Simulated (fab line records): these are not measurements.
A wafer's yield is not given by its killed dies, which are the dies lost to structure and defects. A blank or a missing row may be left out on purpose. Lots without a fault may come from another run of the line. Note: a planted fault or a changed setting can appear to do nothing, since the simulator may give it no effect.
Matching of chambers :: flow sky130 :: SKY_SPACER_ETCHBACK_02 on rieDiel-01 has 4 sister chambers
The step etches Si3N4 in CH3F/O2, stops on SiO2, time 46.7 s, target depth 45 nm. 4 wafers are shown with their chamber, then 9 later ones without.

EACH WAFER AND ITS CHAMBER
wafer: L083.6
chamber: 0
drypumpMotorCurrentA (A): 4.9

wafer: L088.2
chamber: 2
drypumpMotorCurrentA (A): 5.5

wafer: L088.4
chamber: 3
drypumpMotorCurrentA (A): 6.5

wafer: L088.6
chamber: 1
drypumpMotorCurrentA (A): 5.9

WAFERS WHOSE CHAMBER IS MISSING
wafer: L093.1
drypumpMotorCurrentA (A): 5.9

wafer: L093.3
drypumpMotorCurrentA (A): 5.5

wafer: L093.6
drypumpMotorCurrentA (A): 6.6

wafer: L094.2
drypumpMotorCurrentA (A): 5.5

wafer: L094.4
drypumpMotorCurrentA (A): 6.6

wafer: L094.6
drypumpMotorCurrentA (A): 6.0

wafer: L095.1
drypumpMotorCurrentA (A): 5.9

wafer: L095.3
drypumpMotorCurrentA (A): 5.5

wafer: L095.6
drypumpMotorCurrentA (A): 4.9

WHICH CHAMBER EACH ONE RAN IN
wafer: L093.1
from the rows above: 1
in truth: 1

wafer: L093.3
from the rows above: 2
in truth: 2

wafer: L093.6
from the rows above: 3
in truth: 3

wafer: L094.2
from the rows above: 2
in truth: 2

wafer: L094.4
from the rows above: 3
in truth: 3

wafer: L094.6
from the rows above: 1
in truth: 1

wafer: L095.1
from the rows above: 1
in truth: 1

wafer: L095.3
from the rows above: 2
in truth: 2

wafer: L095.6
from the rows above: 0
in truth: 0
Correctly placed: 9 of 9. Can't be placed from these rows: 0. Wrongly placed: 0.
How it was worked out, from the rows above alone: a wafer's distance from a chamber is the root of the sum, over the readings, of the square of ((its reading less the chamber's mean) divided by the reading's scatter). If the next closest chamber is less than 2 further off than the closest, the wafer can't be placed; otherwise it belongs to the closest. The mean given for a chamber averages the wafers shown for that chamber. The scatter: root of mean squared gap, hidden wafer to nearest shown wafer, with one shown wafer a chamber.
